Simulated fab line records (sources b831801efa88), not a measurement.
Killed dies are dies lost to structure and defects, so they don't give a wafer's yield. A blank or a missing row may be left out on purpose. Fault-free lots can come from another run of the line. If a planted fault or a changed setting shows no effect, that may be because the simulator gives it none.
fab line records	flow sky130
[record] lots = 24	wafers = 72	last_day = 50
route steps=708 shown LOCAL_INTERCONNECT@400 VIA1@461 METAL2@498 CAPM@550
lots untouched by any fault: they come from a run of this same line in which no faults occurred
start_h: the number of hours between the record's first day and the start of the first shown wafer of the lot	wait_h: hours from the lot's prior step to this one	" same as the row above	L1.1+2: a row that stands for several wafers	- no value, or no start given	* or withheld: withheld	< > ~ a bound
route shown NAME@n: names a module that has steps shown in the file, with the first one's number in the route	usual: the fault-free wafers' mean and standard deviation	same: alike in all rows	chamber/n: place in a boat	sites: per-site readings	_std_site: how widely they spread, as a standard deviation	_edge_site: mean of outer sites minus mean of inner sites	radius_mm: for every site, how far away it sits from the centre of the wafer	mask NAME#n: copy n	behind: tool/chamber where the wafer was last shaped	hold: why the lot went on hold/how many hours it stayed there/how the hold came to an end	device: transistor that didn't switch, given as n, p or np	end of line: the route-end tests of the same wafers	a step given without rows: its recipe and nothing more	killed: the dies lost at the first sort to structure and to defects; this is not the yield of the wafer	map: a wafer's dies, marking killed ones x, the rest . and places with no die _
set.NAME: the setting as run; set.NAME@STEP: as run at that earlier step	model.NAME: the simulator's own value behind a step, which no gauge read
route steps across a sampled set of lots; one table per step, one row per wafer
services: a tool's chamber out of use, with start hour (start_h, from the record's first day; less than 0 if before it), hours out, and reason
[[steps]]
[step SKY_LOCAL_INTERCONNECT_ETCH_13]
[recipe] chemistry = N2/H2	target = BARC	ion_energy_ev = 200	bias_w = 100	pressure_mtorr = 30	n2_flow_sccm = 100	h2_flow_sccm = 200	icp_w = 500	stop_on = SiO2	time_s = 45.9	target_depth_a = 600
[usual] drypump_motor_current_A = 5.7/0.48	oes_product_au = 0.855/0.0048	throttle_valve_pct = 13.224/0.0096
[same] time_s = 45.9
lot.wafer	tool	chamber	start_h	wait_h	drypump_motor_current_A	oes_product_au	rf_hours_counter_h	throttle_valve_pct
L074.1	rie_metal-03	1	712.89	0.0	6.3	0.846	13	13.200
L074.3	"	1	"	"	6.3	0.852	-	13.221
L074.4	"	0	"	"	5.8	0.860	-	13.226
L075.3	rie_metal-01	1	726.46	0.0	6.0	0.852	-	13.221
L075.4	"	0	"	"	4.9	0.856	-	13.224
L075.6	"	0	"	"	4.9	0.858	-	13.220
L076.3	rie_metal-01	0	727.68	0.0	4.9	0.861	-	13.219
L076.4	"	1	"	"	6.0	0.861	-	13.230
L076.6	"	1	"	"	6.0	0.851	-	13.227
L077.4	rie_metal-04	0	729.24	0.0	5.4	0.853	-	13.237
L077.5	"	0	"	"	5.4	0.858	-	13.225
L077.6	"	1	"	"	5.7	0.857	-	13.222
L078.4	rie_metal-03	0	739.53	0.0	5.8	0.861	-	13.229
L078.5	"	0	"	"	5.8	0.851	-	13.224
L078.6	"	1	"	"	6.3	0.855	-	13.236
L079.2	rie_metal-01	0	753.89	0.0	4.9	0.857	8	13.225
L079.4	"	0	"	"	4.9	0.851	-	13.222
L079.6	"	1	"	"	6.0	0.851	-	13.215
L080.3	rie_metal-01	0	763.68	0.0	4.9	0.853	-	13.228
L080.4	"	1	"	"	6.0	0.860	-	13.216
L080.5	"	0	"	"	4.9	0.857	-	13.246
L081.1	rie_metal-01	0	775.46	0.0	4.9	0.854	9	13.227
L081.4	"	1	"	"	6.0	0.850	-	13.225
L081.5	"	0	"	"	4.9	0.852	-	13.230
L082.1	rie_metal-03	0	780.19	0.0	5.8	0.859	11	13.220
L082.2	"	1	"	"	6.3	0.853	15	13.225
L082.3	"	1	"	"	6.3	0.858	-	13.222
L083.1	rie_metal-03	0	783.51	0.0	5.8	0.852	11	13.223
L083.4	"	1	"	"	6.3	0.851	-	13.236
L083.6	"	0	"	"	5.8	0.859	-	13.203
L084.1	rie_metal-01	1	792.96	0.0	6.0	0.852	13	13.223
L084.3	"	1	"	"	6.0	0.853	-	13.220
L084.5	"	0	"	"	4.9	0.851	-	13.210
L085.2	rie_metal-04	0	796.24	0.0	5.4	0.854	6	13.229
L085.4	"	0	"	"	5.4	0.854	-	13.209
L085.6	"	1	"	"	5.7	0.855	-	13.224
L086.2	rie_metal-04	0	802.54	0.0	5.4	0.847	6	13.232
L086.4	"	1	"	"	5.7	0.859	-	13.245
L086.6	"	0	"	"	5.4	0.860	-	13.221
L087.1	rie_metal-03	0	812.14	0.0	5.7	0.861	12	13.237
L087.2	"	0	"	"	5.8	0.862	-	13.228
L087.4	"	0	"	"	5.8	0.848	-	13.218
L088.1	rie_metal-04	0	823.51	0.0	5.4	0.841	6	13.214
L088.2	"	1	"	"	5.7	0.857	10	13.213
L088.6	"	1	"	"	5.7	0.843	-	13.229
L089.1	rie_metal-01	1	829.21	0.0	5.9	0.857	14	13.215
L089.4	"	1	"	"	6.0	0.859	-	13.230
L089.6	"	1	"	"	6.0	0.858	-	13.226
L090.3	rie_metal-01	1	833.33	0.0	6.0	0.856	-	13.233
L090.4	"	0	"	"	4.9	0.852	-	13.229
L090.6	"	0	"	"	4.9	0.850	-	13.232
L091.3	rie_metal-03	1	840.91	0.0	6.3	0.856	-	13.231
L091.4	"	0	"	"	5.7	0.849	-	13.231
L091.6	"	1	"	"	6.3	0.854	-	13.235
L092.1	rie_metal-04	0	843.69	0.0	5.4	0.857	7	13.222
L092.4	"	1	"	"	5.7	0.851	-	13.222
L092.6	"	1	"	"	5.7	0.846	-	13.226
L093.1	rie_metal-01	1	852.39	0.0	6.0	0.850	15	13.212
L093.4	"	0	"	"	4.9	0.853	-	13.218
L093.6	"	1	"	"	6.0	0.857	-	13.228
L094.1	rie_metal-03	0	861.26	0.0	5.8	0.862	15	13.232
L094.4	"	0	"	"	5.8	0.850	-	13.226
L094.6	"	0	"	"	5.8	0.856	-	13.214
L095.1	rie_metal-01	1	881.99	0.0	6.0	0.849	15	13.211
L095.3	"	1	"	"	6.0	0.855	-	13.218
L095.6	"	0	"	"	4.9	0.855	-	13.234
L096.2	rie_metal-04	0	882.84	0.0	5.4	0.852	9	13.232
L096.5	"	1	"	"	5.7	0.854	-	13.230
L096.6	"	0	"	"	5.4	0.857	-	13.214
L097.2	rie_metal-03	1	884.52	0.0	6.3	0.859	-	13.223
L097.3	"	1	"	"	6.3	0.851	-	13.216
L097.5	"	1	"	"	6.3	0.850	-	13.220
[step SKY_VIA1_BOW_MEAS_03]
[recipe] mode = bow
[usual] VIA1_BOW = 81/7.7
lot.wafer	tool	chamber	start_h	wait_h	VIA1_BOW[um]
L074.1	film_metro-04	-	772.07	0.3	77
L074.3	"	-	"	"	90
L074.4	"	-	"	"	80
L075.3	film_metro-02	-	785.63	0.2	91
L075.4	"	-	"	"	86
L075.6	"	-	"	"	75
L076.3	film_metro-03	-	788.23	0.2	90
L076.4	"	-	"	"	75
L076.6	"	-	"	"	79
L077.4	film_metro-02	-	788.97	0.3	83
L077.5	"	-	"	"	83
L077.6	"	-	"	"	86
L078.4	film_metro-03	-	797.35	0.3	77
L078.5	"	-	"	"	82
L078.6	"	-	"	"	69
L079.2	film_metro-02	-	811.72	0.2	75
L079.4	"	-	"	"	82
L079.6	"	-	"	"	94
L080.3	film_metro-02	-	821.32	0.2	83
L080.4	"	-	"	"	77
L080.5	"	-	"	"	88
L081.1	film_metro-03	-	833.33	0.1	95
L081.4	"	-	"	"	100
L081.5	"	-	"	"	77
L082.1	film_metro-02	-	837.61	0.1	67
L082.2	"	-	"	"	61
L082.3	"	-	"	"	73
L083.1	film_metro-03	-	840.13	0.2	71
L083.4	"	-	"	"	87
L083.6	"	-	"	"	82
L084.1	film_metro-03	-	849.75	0.1	81
L084.3	"	-	"	"	82
L084.5	"	-	"	"	69
L085.2	film_metro-02	-	853.15	0.1	77
L085.4	"	-	"	"	91
L085.6	"	-	"	"	81
L086.2	film_metro-03	-	859.89	0.1	75
L086.4	"	-	"	"	75
L086.6	"	-	"	"	81
L087.1	film_metro-02	-	869.46	0.1	83
L087.2	"	-	"	"	77
L087.4	"	-	"	"	76
L088.1	film_metro-04	-	879.70	0.2	78
L088.2	"	-	"	"	76
L088.6	"	-	"	"	77
L089.1	film_metro-02	-	886.66	0.2	72
L089.4	"	-	"	"	81
L089.6	"	-	"	"	99
L090.3	film_metro-02	-	889.82	0.3	81
L090.4	"	-	"	"	81
L090.6	"	-	"	"	76
L091.3	film_metro-04	-	898.15	0.1	87
L091.4	"	-	"	"	78
L091.6	"	-	"	"	70
L092.1	film_metro-02	-	899.66	0.2	83
L092.4	"	-	"	"	81
L092.6	"	-	"	"	75
L093.1	film_metro-02	-	908.49	0.2	83
L093.4	"	-	"	"	84
L093.6	"	-	"	"	71
L094.1	film_metro-02	-	917.68	0.1	87
L094.4	"	-	"	"	85
L094.6	"	-	"	"	88
L095.1	film_metro-03	-	936.72	0.1	77
L095.3	"	-	"	"	72
L095.6	"	-	"	"	79
L096.2	film_metro-03	-	937.59	0.3	75
L096.5	"	-	"	"	69
L096.6	"	-	"	"	89
L097.2	film_metro-03	-	937.89	0.2	100
L097.3	"	-	"	"	93
L097.5	"	-	"	"	81
[step SKY_VIA1_SPUTTER_20]
[recipe] material = TiN	target_thk_nm = 20	chamber_pressure_pa = 5	power_w = 4000	time_s = 80
[usual] throttle_valve_pct = 29.9/1.3
[same] time_s = 80
lot.wafer	tool	chamber	start_h	wait_h	throttle_valve_pct
L074.1	pvd_sputter-04	-	799.14	0.0	28.7
L074.3	"	-	"	"	31.1
L074.4	"	-	"	"	29.5
L075.3	pvd_sputter-02	-	812.88	0.0	29.2
L075.4	"	-	"	"	28.9
L075.6	"	-	"	"	31.0
L076.3	pvd_sputter-01	-	815.01	0.0	29.9
L076.4	"	-	"	"	27.9
L076.6	"	-	"	"	29.9
L077.4	pvd_sputter-01	-	816.64	0.0	31.1
L077.5	"	-	"	"	29.6
L077.6	"	-	"	"	31.7
L078.4	pvd_sputter-01	-	824.58	0.0	31.0
L078.5	"	-	"	"	31.2
L078.6	"	-	"	"	27.9
L079.2	pvd_sputter-01	-	838.74	0.0	27.6
L079.4	"	-	"	"	31.1
L079.6	"	-	"	"	31.8
L080.3	pvd_sputter-01	-	848.87	0.0	31.0
L080.4	"	-	"	"	27.8
L080.5	"	-	"	"	29.9
L081.1	pvd_sputter-02	-	860.83	0.0	31.2
L081.4	"	-	"	"	28.7
L081.5	"	-	"	"	32.1
L082.1	pvd_sputter-04	-	864.62	0.0	28.7
L082.2	"	-	"	"	29.3
L082.3	"	-	"	"	31.2
L083.1	pvd_sputter-02	-	867.03	0.0	28.9
L083.4	"	-	"	"	29.0
L083.6	"	-	"	"	32.1
L084.1	pvd_sputter-02	-	876.44	0.0	29.4
L084.3	"	-	"	"	28.9
L084.5	"	-	"	"	29.2
L085.2	pvd_sputter-01	-	879.73	0.0	27.9
L085.4	"	-	"	"	31.8
L085.6	"	-	"	"	29.8
L086.2	pvd_sputter-02	-	886.17	0.0	31.2
L086.4	"	-	"	"	28.9
L086.6	"	-	"	"	29.0
L087.1	pvd_sputter-04	-	895.81	0.0	29.1
L087.2	"	-	"	"	31.0
L087.4	"	-	"	"	29.3
L088.1	pvd_sputter-02	-	905.94	0.0	32.3
L088.2	"	-	"	"	29.4
L088.6	"	-	"	"	28.7
L089.1	pvd_sputter-01	-	912.85	0.0	31.3
L089.4	"	-	"	"	29.7
L089.6	"	-	"	"	30.0
L090.3	pvd_sputter-02	-	915.85	0.0	32.3
L090.4	"	-	"	"	30.9
L090.6	"	-	"	"	29.4
L091.3	pvd_sputter-04	-	924.72	0.0	28.7
L091.4	"	-	"	"	30.7
L091.6	"	-	"	"	28.7
L092.1	pvd_sputter-04	-	925.43	0.0	28.7
L092.4	"	-	"	"	29.3
L092.6	"	-	"	"	28.7
L093.1	pvd_sputter-01	-	934.30	0.0	31.1
L093.4	"	-	"	"	31.6
L093.6	"	-	"	"	30.0
L094.1	pvd_sputter-04	-	942.97	0.0	28.9
L094.4	"	-	"	"	28.9
L094.6	"	-	"	"	29.5
L095.1	pvd_sputter-01	-	961.50	0.0	31.1
L095.3	"	-	"	"	29.6
L095.6	"	-	"	"	28.1
L096.2	pvd_sputter-04	-	963.16	0.0	29.2
L096.5	"	-	"	"	28.6
L096.6	"	-	"	"	29.4
L097.2	pvd_sputter-01	-	963.57	0.0	30.0
L097.3	"	-	"	"	31.0
L097.5	"	-	"	"	29.7
[step SKY_METAL2_CD_MEAS_15]
[recipe] target_cd_nm = 140
[usual] cd_nm = 139.8/1.4
lot.wafer	tool	chamber	start_h	wait_h	cd_nm
L074.1	cd_sem-02	-	826.35	-	142.0
L074.3	"	-	"	"	139.9
L074.4	"	-	"	"	140.9
L075.3	cd_sem-02	-	839.94	-	139.9
L075.4	"	-	"	"	138.1
L075.6	"	-	"	"	139.2
L076.3	cd_sem-02	-	842.32	-	140.5
L076.4	"	-	"	"	138.6
L076.6	"	-	"	"	139.6
L077.4	cd_sem-02	-	844.01	-	140.1
L077.5	"	-	"	"	139.5
L077.6	"	-	"	"	141.1
L078.4	cd_sem-02	-	851.66	-	139.8
L078.5	"	-	"	"	141.2
L078.6	"	-	"	"	139.2
L079.2	cd_sem-02	-	864.99	-	141.3
L079.4	"	-	"	"	141.9
L079.6	"	-	"	"	141.1
L080.3	cd_sem-01	-	875.02	-	137.9
L080.4	"	-	"	"	139.2
L080.5	"	-	"	"	138.4
L081.1	cd_sem-02	-	887.30	-	139.6
L081.4	"	-	"	"	140.7
L081.5	"	-	"	"	142.1
L082.1	cd_sem-01	-	890.35	-	141.2
L082.2	"	-	"	"	141.3
L082.3	"	-	"	"	143.1
L083.1	cd_sem-01	-	892.68	-	136.0
L083.4	"	-	"	"	138.2
L083.6	"	-	"	"	135.2
L084.1	cd_sem-01	-	902.33	-	138.3
L084.3	"	-	"	"	138.5
L084.5	"	-	"	"	137.3
L085.2	cd_sem-02	-	906.05	-	139.6
L085.4	"	-	"	"	138.5
L085.6	"	-	"	"	140.9
L086.2	cd_sem-02	-	912.47	-	139.6
L086.4	"	-	"	"	138.9
L086.6	"	-	"	"	138.5
L087.1	cd_sem-02	-	921.18	-	139.8
L087.2	"	-	"	"	139.6
L087.4	"	-	"	"	141.4
L088.1	cd_sem-02	-	932.23	-	140.4
L088.2	"	-	"	"	140.5
L088.6	"	-	"	"	140.0
L089.1	cd_sem-02	-	938.76	-	138.8
L089.4	"	-	"	"	139.0
L089.6	"	-	"	"	141.6
L090.3	cd_sem-02	-	941.22	-	138.8
L090.4	"	-	"	"	138.3
L090.6	"	-	"	"	138.5
L091.3	cd_sem-02	-	950.17	-	140.6
L091.4	"	-	"	"	141.7
L091.6	"	-	"	"	140.2
L092.1	cd_sem-01	-	951.68	-	137.5
L092.4	"	-	"	"	139.3
L092.6	"	-	"	"	138.0
L093.1	cd_sem-01	-	959.35	-	141.0
L093.4	"	-	"	"	139.7
L093.6	"	-	"	"	139.6
L094.1	cd_sem-02	-	968.03	-	139.5
L094.4	"	-	"	"	140.2
L094.6	"	-	"	"	140.6
L095.1	cd_sem-01	-	986.36	-	136.0
L095.3	"	-	"	"	139.0
L095.6	"	-	"	"	138.8
L096.2	cd_sem-01	-	987.65	-	139.9
L096.5	"	-	"	"	139.5
L096.6	"	-	"	"	139.7
L097.2	cd_sem-01	-	988.30	-	141.5
L097.3	"	-	"	"	141.9
L097.5	"	-	"	"	141.1
[step SKY_METAL2_STRIP_20]
[recipe] chemistry = O2/N2	power_w = 1400	pressure_mtorr = 1500	platen_temp_c = withheld	o2_flow_sccm = 3000	n2_flow_sccm = 300	overash_fraction = 0.5
[usual] drypump_motor_current_A = 5.57/0.25	oes_product_au = 0.343/0.0054	strip_time_to_endpoint_s = 2.71/0.041
lot.wafer	tool	chamber	start_h	wait_h	drypump_motor_current_A	oes_product_au	rf_hours_counter_h	strip_time_to_endpoint_s
L074.1	plasma_asher-03	0	826.70	0.1	5.52	0.340	63	2.65
L074.3	"	0	"	"	5.50	0.340	-	2.69
L074.4	"	1	"	"	5.57	0.344	-	2.66
L075.3	plasma_asher-04	1	840.28	0.1	5.13	0.346	-	2.77
L075.4	"	0	"	"	5.58	0.336	-	2.70
L075.6	"	0	"	"	5.56	0.358	-	2.80
L076.3	plasma_asher-03	1	842.66	0.1	5.57	0.340	-	2.66
L076.4	"	0	"	"	5.51	0.330	-	2.62
L076.6	"	0	"	"	5.52	0.341	-	2.64
L077.4	plasma_asher-04	1	844.33	0.1	5.18	0.340	-	2.58
L077.5	"	0	"	"	5.57	0.339	-	2.65
L077.6	"	1	"	"	5.13	0.337	-	2.62
L078.4	plasma_asher-04	1	851.98	0.1	5.13	0.351	-	2.78
L078.5	"	1	"	"	5.11	0.346	-	2.71
L078.6	"	0	"	"	5.57	0.350	-	2.77
L079.2	plasma_asher-03	1	865.32	0.1	5.57	0.341	67	2.70
L079.4	"	1	"	"	5.57	0.342	-	2.68
L079.6	"	1	"	"	5.56	0.341	-	2.69
L080.3	plasma_asher-04	1	875.35	0.1	5.12	0.331	-	2.70
L080.4	"	0	"	"	5.53	0.340	-	2.68
L080.5	"	1	"	"	5.14	0.339	-	2.71
L081.1	plasma_asher-02	0	887.65	0.1	6.01	0.343	110	2.76
L081.4	"	1	"	"	5.75	0.342	-	2.79
L081.5	"	1	"	"	5.73	0.344	-	2.74
L082.1	plasma_asher-03	1	890.70	0.1	5.55	0.346	70	2.74
L082.2	"	0	"	"	5.54	0.337	70	2.71
L082.3	"	1	"	"	5.56	0.347	-	2.71
L083.1	plasma_asher-04	0	893.02	0.1	5.54	0.348	15	2.76
L083.4	"	1	"	"	5.12	0.339	-	2.74
L083.6	"	0	"	"	5.58	0.346	-	2.72
L084.1	plasma_asher-02	1	902.67	0.1	5.72	0.339	111	2.70
L084.3	"	1	"	"	5.72	0.345	-	2.72
L084.5	"	1	"	"	5.74	0.340	-	2.67
L085.2	plasma_asher-03	0	906.37	0.1	5.50	0.349	72	2.73
L085.4	"	0	"	"	5.51	0.344	-	2.77
L085.6	"	0	"	"	5.50	0.343	-	2.75
L086.2	plasma_asher-03	0	912.80	0.1	5.48	0.351	72	2.72
L086.4	"	0	"	"	5.46	0.343	-	2.73
L086.6	"	1	"	"	5.58	0.346	-	2.73
L087.1	plasma_asher-02	0	921.52	0.1	6.01	0.341	114	2.73
L087.2	"	1	"	"	5.72	0.346	114	2.74
L087.4	"	1	"	"	5.73	0.337	-	2.75
L088.1	plasma_asher-04	0	932.57	0.1	5.55	0.343	16	2.69
L088.2	"	1	"	"	5.12	0.339	16	2.71
L088.6	"	0	"	"	5.54	0.350	-	2.67
L089.1	plasma_asher-02	0	939.10	0.1	6.02	0.341	116	2.73
L089.4	"	1	"	"	5.72	0.349	-	2.72
L089.6	"	1	"	"	5.74	0.341	-	2.73
L090.3	plasma_asher-02	0	941.56	0.1	5.99	0.351	-	2.69
L090.4	"	1	"	"	5.74	0.341	-	2.74
L090.6	"	1	"	"	5.73	0.340	-	2.74
L091.3	plasma_asher-02	1	950.51	0.1	5.74	0.345	-	2.70
L091.4	"	0	"	"	6.01	0.347	-	2.72
L091.6	"	1	"	"	5.71	0.346	-	2.76
L092.1	plasma_asher-04	1	952.02	0.1	5.13	0.339	18	2.74
L092.4	"	0	"	"	5.58	0.346	-	2.72
L092.6	"	0	"	"	5.56	0.332	-	2.69
L093.1	plasma_asher-04	1	959.70	0.1	5.15	0.349	19	2.72
L093.4	"	0	"	"	5.59	0.339	-	2.72
L093.6	"	0	"	"	5.55	0.347	-	2.76
L094.1	plasma_asher-03	1	968.37	0.1	5.58	0.340	80	2.69
L094.4	"	0	"	"	5.50	0.348	-	2.69
L094.6	"	1	"	"	5.60	0.344	-	2.78
L095.1	plasma_asher-02	1	986.70	0.1	5.74	0.338	121	2.71
L095.3	"	0	"	"	5.99	0.343	-	2.73
L095.6	"	1	"	"	5.73	0.350	-	2.71
L096.2	plasma_asher-03	1	988.16	0.1	5.56	0.341	82	2.71
L096.5	"	1	"	"	5.57	0.348	-	2.68
L096.6	"	0	"	"	5.49	0.353	-	2.71
L097.2	plasma_asher-03	0	988.62	0.1	5.52	0.343	82	2.79
L097.3	"	1	"	"	5.58	0.344	-	2.76
L097.5	"	0	"	"	5.51	0.344	-	2.76
[step SKY_CAPM_METAL_ETCH_13]
[recipe] target_depth_nm = 220	stop_on = SiO2	chemistry = Cl2/BCl3	target = TiN	pressure_mtorr = 10	icp_w = 900	bias_w = 48.5	Cl2_flow_sccm = 60	bcl3_flow_sccm = 30	time_s = 62.9
[usual] bcl3_flow_sccm = 29.98/0.089	drypump_motor_current_A = 5.7/0.45	oes_product_au = 0.941/0.0071	throttle_valve_pct = 21.902/0.0099
[same] time_s = 62.9
lot.wafer	tool	chamber	start_h	wait_h	bcl3_flow_sccm	drypump_motor_current_A	oes_product_au	rf_hours_counter_h	throttle_valve_pct
L074.1	rie_metal-03	1	880.92	0.0	29.86	6.3	0.934	2	21.910
L074.3	"	1	"	"	29.91	6.3	0.938	-	21.899
L074.4	"	1	"	"	29.98	6.3	0.939	-	21.911
L075.3	rie_metal-01	1	895.14	0.0	30.13	6.0	0.939	-	21.900
L075.4	"	0	"	"	29.96	4.9	0.933	-	21.911
L075.6	"	0	"	"	30.06	4.9	0.942	-	21.900
L076.3	rie_metal-03	1	897.54	0.0	30.06	6.3	0.941	-	21.899
L076.4	"	0	"	"	29.96	5.7	0.945	-	21.899
L076.6	"	1	"	"	30.05	6.3	0.946	-	21.906
L077.4	rie_metal-01	0	898.62	0.0	30.03	4.9	0.935	-	21.913
L077.5	"	0	"	"	29.92	4.9	0.934	-	21.917
L077.6	"	1	"	"	29.91	6.0	0.932	-	21.905
L078.4	rie_metal-01	1	906.02	0.0	29.96	6.0	0.939	-	21.914
L078.5	"	0	"	"	29.98	4.9	0.943	-	21.903
L078.6	"	1	"	"	30.05	6.0	0.930	-	21.906
L079.2	rie_metal-01	1	919.83	0.0	29.84	6.0	0.939	17	21.907
L079.4	"	0	"	"	30.01	4.9	0.944	-	21.898
L079.6	"	0	"	"	30.04	4.9	0.942	-	21.903
L080.3	rie_metal-02	0	928.94	0.0	29.97	5.6	0.937	-	21.897
L080.4	"	1	"	"	30.06	5.8	0.939	-	21.906
L080.5	"	1	"	"	29.99	5.8	0.943	-	21.916
L081.1	rie_metal-02	0	941.14	0.0	29.90	5.6	0.939	12	21.895
L081.4	"	1	"	"	30.03	5.8	0.938	-	21.895
L081.5	"	0	"	"	30.12	5.6	0.951	-	21.893
L082.1	rie_metal-01	0	943.94	0.0	30.04	4.9	0.933	16	21.895
L082.2	"	1	"	"	29.88	5.9	0.937	18	21.906
L082.3	"	0	"	"	29.96	4.9	0.945	-	21.899
L083.1	rie_metal-02	0	945.52	0.0	30.13	5.6	0.951	12	21.893
L083.4	"	0	"	"	30.05	5.7	0.953	-	21.890
L083.6	"	1	"	"	29.79	5.8	0.946	-	21.894
L084.1	rie_metal-03	0	954.99	0.0	29.90	5.7	0.938	3	21.902
L084.3	"	0	"	"	29.79	5.8	0.938	-	21.906
L084.5	"	1	"	"	29.83	6.3	0.944	-	21.900
L085.2	rie_metal-03	0	958.37	0.0	30.07	5.8	0.932	3	21.907
L085.4	"	0	"	"	30.00	5.8	0.940	-	21.905
L085.6	"	0	"	"	29.90	5.8	0.927	-	21.901
L086.2	rie_metal-03	1	963.77	0.0	30.04	6.3	0.950	6	21.914
L086.4	"	1	"	"	30.11	6.3	0.950	-	21.921
L086.6	"	1	"	"	30.04	6.3	0.941	-	21.888
L087.1	rie_metal-03	1	972.33	0.0	29.93	6.3	0.956	7	21.894
L087.2	"	0	"	"	29.78	5.8	0.951	4	21.889
L087.4	"	1	"	"	30.10	6.3	0.951	-	21.906
L088.1	rie_metal-02	1	983.44	0.0	29.89	5.8	0.941	17	21.891
L088.2	"	0	"	"	29.88	5.7	0.945	13	21.900
L088.6	"	0	"	"	29.98	5.6	0.937	-	21.913
L089.1	rie_metal-01	0	990.17	0.0	30.13	4.9	0.942	19	21.901
L089.4	"	0	"	"	30.11	4.9	0.955	-	21.884
L089.6	"	0	"	"	30.10	4.9	0.952	-	21.901
L090.3	rie_metal-02	0	991.97	0.0	29.97	5.7	0.942	-	21.898
L090.4	"	1	"	"	29.86	5.8	0.943	-	21.886
L090.6	"	0	"	"	29.92	5.6	0.938	-	21.886
L091.3	rie_metal-02	0	1001.62	0.0	30.06	5.7	0.941	-	21.913
L091.4	"	1	"	"	30.01	5.8	0.936	-	21.879
L091.6	"	1	"	"	30.07	5.8	0.944	-	21.900
L092.1	rie_metal-03	1	1002.32	0.0	30.05	6.3	0.939	8	21.906
L092.4	"	0	"	"	30.00	5.8	0.940	-	21.911
L092.6	"	0	"	"	29.94	5.8	0.940	-	21.886
L093.1	rie_metal-02	0	1008.02	0.0	29.99	5.6	0.939	15	21.894
L093.4	"	0	"	"	29.98	5.6	0.944	-	21.899
L093.6	"	0	"	"	30.01	5.7	0.942	-	21.900
L094.1	rie_metal-01	0	1018.28	0.0	30.00	4.9	0.938	20	21.901
L094.4	"	0	"	"	30.03	4.9	0.942	-	21.904
L094.6	"	0	"	"	30.03	4.9	0.938	-	21.885
L095.1	rie_metal-02	0	1035.34	0.0	29.98	5.6	0.935	16	21.898
L095.3	"	0	"	"	29.91	5.6	0.928	-	21.919
L095.6	"	0	"	"	30.00	5.6	0.935	-	21.914
L096.2	rie_metal-03	0	1036.67	0.0	30.02	5.7	0.948	8	21.908
L096.5	"	0	"	"	30.05	5.7	0.941	-	21.891
L096.6	"	1	"	"	30.17	6.3	0.943	-	21.892
L097.2	rie_metal-02	1	1036.88	0.0	29.92	5.8	0.927	20	21.896
L097.3	"	0	"	"	30.13	5.6	0.936	-	21.899
L097.5	"	1	"	"	29.88	5.8	0.930	-	21.899
[[services]]
tool	chamber	start_h	hours	kind
pvd_sputter-04	-	706.96	1.0	repair
rie_metal-01	1	720.87	4.6	repair
plasma_asher-04	-	733.75	9.0	pm
pvd_sputter-02	-	741.76	2.4	repair
plasma_asher-03	-	751.83	6.1	repair
rie_metal-03	-	774.75	0.3	repair
plasma_asher-04	-	799.18	5.8	repair
rie_metal-01	1	804.71	16.9	repair
rie_metal-03	1	809.57	4.0	repair
pvd_sputter-01	-	865.53	0.6	repair
rie_metal-03	-	889.43	4.0	pm
pvd_sputter-01	-	890.58	10.3	repair
plasma_asher-04	-	902.35	28.1	pm
pvd_sputter-01	-	925.37	2.8	repair
plasma_asher-04	-	966.99	5.2	repair
pvd_sputter-01	-	978.30	0.6	repair
plasma_asher-03	-	993.62	0.8	repair
rie_metal-01	-	995.67	4.0	pm
pvd_sputter-01	-	995.90	0.6	repair
rie_metal-01	-	999.88	1.0	repair
plasma_asher-04	-	1005.88	1.0	repair
rie_metal-01	1	1018.16	5.2	repair
plasma_asher-04	-	1033.91	2.8	pm
plasma_asher-03	-	1035.67	2.9	repair
[[key]]
fault none
